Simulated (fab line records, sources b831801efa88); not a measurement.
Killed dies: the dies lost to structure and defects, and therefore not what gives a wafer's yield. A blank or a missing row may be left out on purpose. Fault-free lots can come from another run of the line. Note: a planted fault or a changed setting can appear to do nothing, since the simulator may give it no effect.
Comparing a struck lot with a sound one / flow sky130 / 32 steps out of a route of 708
Sound: these wafers, L709.3, L709.4, L709.5. Wafers L714.1, L714.4, L714.5 were the ones struck. Last of all comes the cause.
Per side, at each step with rows, come the tool, then ch with its chambers, and then its first start. Under that, the readings that differ: sound wafers / struck wafers / difference of the means / sigmas: that difference in standard deviations of wafers without a fault.
alike: readings whose means differ by less than 2 such deviations, and words and numbers that are the same on both sides. not compared: withheld readings, readings that some wafer has no value for, bounds like >300 that may hide the same value, and numbers for which the record gives no deviation and whose values overlap.
A row with sigmas, a row that says differs or no value, or rows on one side alone: a step with any of these is where the two part. When numbers do not overlap yet have no deviation, they are printed without sigmas and do not part them. A reading missing from all wafers of one side parts the sides only when that side holds two or more wafers.

SKY_FIELD_ISO_BOW_MEAS_00:
  sound on film_metro-04, day 2 21:02; struck on film_metro-04, day 3 22:00
  alike: INCOMING_BOW
SKY_FIELD_ISO_OXIDATION_01: stabilise 600 s, purge 300 s, target thk 12 nm.
  sound on furnace-02 ch 0, day 2 22:04; struck on furnace-01 ch 0, day 3 22:53
reading=ox_time_s (s); sound=1843 1843 1843; struck=1474.4 1474.4 1474.4; difference=-368.6; sigmas=
reading=model.SiO2_of_FIELD_ISO_OXIDATION_01.thk_nm (nm); sound=12.37 12.14 12.14; struck=9.894 10.03 9.956; difference=-2.257; sigmas=
  alike: spike_tc_upper_C
SKY_FIELD_ISO_THK_MEAS_02:
  sound on film_metro-01, day 2 23:36; struck on film_metro-01, day 4 00:24
reading=FIELD_ISO_OXIDATION_00_THK (nm); sound=12.3 12.2 12.2; struck=9.9 10.1 9.9; difference=-2.3; sigmas=-7
then, 1 step without rows for these wafers: SKY_FIELD_ISO_CVD_03 (deposits Si3N4 from DCS/NH3, target thk 165 nm, time 2830 s).
SKY_FIELD_ISO_THK_MEAS_04:
  sound on film_metro-02, day 3 01:27; struck on film_metro-04, day 4 02:15
  alike: FIELD_ISO_CVD_03_THK
then, 8 steps without rows for these wafers: SKY_FIELD_ISO_DEHYDRATE_05 (time 60 s); SKY_FIELD_ISO_HMDS_06 (prime time 60 s); SKY_FIELD_ISO_COAT_07 (resist thk 60 nm); SKY_FIELD_ISO_COAT_08 (resist thk 450 nm); SKY_FIELD_ISO_SOFTBAKE_09 (time 90 s); SKY_FIELD_ISO_EXPOSE_10 (exposes mask FOM, target cd 150 nm); SKY_FIELD_ISO_PEB_11; SKY_FIELD_ISO_DEVELOP_12 (develop time 60 s).
SKY_FIELD_ISO_CD_MEAS_13 targets a cd of 150 nm.
  sound on cd_sem-01, day 3 16:56; struck on cd_sem-02, day 4 18:39
  alike: cd_nm
SKY_FIELD_ISO_ETCH_14: etches BARC in N2/H2, stops on SiO2, time 45.9 s, target depth 60 nm.
  sound on rie_diel-01 ch 0,1,3, day 3 17:01; struck on rie_diel-03 ch 1,3, day 4 18:46
  alike: chamber_pressure_mTorr, drypump_motor_current_A, oes_product_au, throttle_valve_pct
  not compared: rf_hours_counter_h
SKY_FIELD_ISO_ETCH_15: etches the open film in CHF3/O2, stops on Si, target depth 180 nm, time 72 s.
  sound on rie_diel-01 ch 0,1,3, day 3 17:04; struck on rie_diel-03 ch 1,3, day 4 18:49
  alike: chamber_pressure_mTorr, chf3_flow_sccm, drypump_motor_current_A, oes_product_au, throttle_valve_pct
  not compared: rf_hours_counter_h
SKY_FIELD_ISO_STRIP_16: strips in O2/N2.
  sound on plasma_asher-01 ch 0,1, day 3 17:10; struck on plasma_asher-04 ch 0,1, day 4 18:52
  alike: chamber_pressure_mTorr, drypump_motor_current_A, oes_product_au, strip_time_to_endpoint_s
  not compared: rf_hours_counter_h
SKY_FIELD_ISO_ETCH_17: etches Si in HBr/Cl2/O2, target depth 342 nm, time 97.7 s.
  sound on rie_si-01 ch 0,1, day 3 17:13; struck on rie_si-01 ch 2,3, day 4 18:58
  alike: chamber_pressure_mTorr, drypump_motor_current_A, he_backside_leak_sccm, oes_product_au, throttle_valve_pct
  not compared: rf_hours_counter_h
then, 5 steps without rows for these wafers: SKY_FIELD_ISO_WET_ETCH_18 (etches Si3N4 in H3PO4, target depth 25 nm, time 286 s); SKY_FIELD_ISO_CLEAN_19 (cleans in SC1/SC2, time 150 s); SKY_FIELD_ISO_CLEAN_20 (cleans in dHF, time 20 s); SKY_FIELD_ISO_WET_ETCH_21 (etches SiO2 in dHF, target depth 20 nm, time 400 s); SKY_FIELD_ISO_OXIDATION_22 (stabilise 600 s, purge 300 s, target thk 10 nm).
SKY_FIELD_ISO_THK_MEAS_23:
  sound on film_metro-02, day 3 19:54; struck on film_metro-01, day 4 21:02
  alike: FIELD_ISO_OXIDATION_01_THK
then, 1 step without rows for these wafers: SKY_FIELD_ISO_CVD_24 (deposits SiO2, target thk 595 nm, time 99.2 s).
SKY_FIELD_ISO_THK_MEAS_25:
  sound on film_metro-04, day 3 20:02; struck on film_metro-04, day 4 21:10
  alike: FIELD_ISO_CVD_24_THK
then, 1 step without rows for these wafers: SKY_FIELD_ISO_ANNEAL_26 (time 1800 s).
SKY_FIELD_ISO_CMP_27: polishes, stops on Si3N4, t overpolish 16 s, target thk 457.8 nm.
  sound on cmp-02 ch 0,1,3, day 3 21:55; struck on cmp-01 ch 1,3, day 4 23:48
  alike: motor_current_A
then, 1 step without rows for these wafers: SKY_FIELD_ISO_WET_ETCH_28 (etches SiO2 in dHF, target depth 23.7 nm, time 47 s).
SKY_FIELD_ISO_WET_ETCH_29: etches Si3N4 in H3PO4, target depth 160 nm, time 1825 s.
  sound on wet_bench-03 ch 3, day 3 22:08; struck on wet_bench-01 ch 1, day 5 00:06
reading=model.SiO2_of_FIELD_ISO_OXIDATION_01.thk_nm (nm); sound=12.06 11.83 11.83; struck=9.564 9.702 9.628; difference=-2.275; sigmas=
then, 1 step without rows for these wafers: SKY_FIELD_ISO_WET_ETCH_30 (etches SiO2 in dHF, target depth 25 nm, time 50 s).
-- the record jumps here: 44 days lie between the struck wafers' starts before and after (it left off in module FIELD_ISO and takes up again in module PAD_OPEN, whose first step shown is number 708 of the route) --
SKY_PAD_OPEN_PROBE_99:
  sound on prober-02, day 47 17:16; struck on prober-01, day 48 20:57
  alike: killed_at_M0_to_M3, killed_at_M4_up, killed_at_contacts, killed_at_front_end, killed_at_other, killed_dies, killed_open, killed_short

== WHERE THEY PART ==
Within this record, at SKY_FIELD_ISO_THK_MEAS_02 only. Later steps at which nothing parts them and some readings are alike: SKY_FIELD_ISO_THK_MEAS_04, SKY_FIELD_ISO_CD_MEAS_13, SKY_FIELD_ISO_ETCH_14, SKY_FIELD_ISO_ETCH_15, SKY_FIELD_ISO_STRIP_16, SKY_FIELD_ISO_ETCH_17, SKY_FIELD_ISO_THK_MEAS_23, SKY_FIELD_ISO_THK_MEAS_25, SKY_FIELD_ISO_CMP_27, SKY_PAD_OPEN_PROBE_99.

WHY: what had been put in by the simulator
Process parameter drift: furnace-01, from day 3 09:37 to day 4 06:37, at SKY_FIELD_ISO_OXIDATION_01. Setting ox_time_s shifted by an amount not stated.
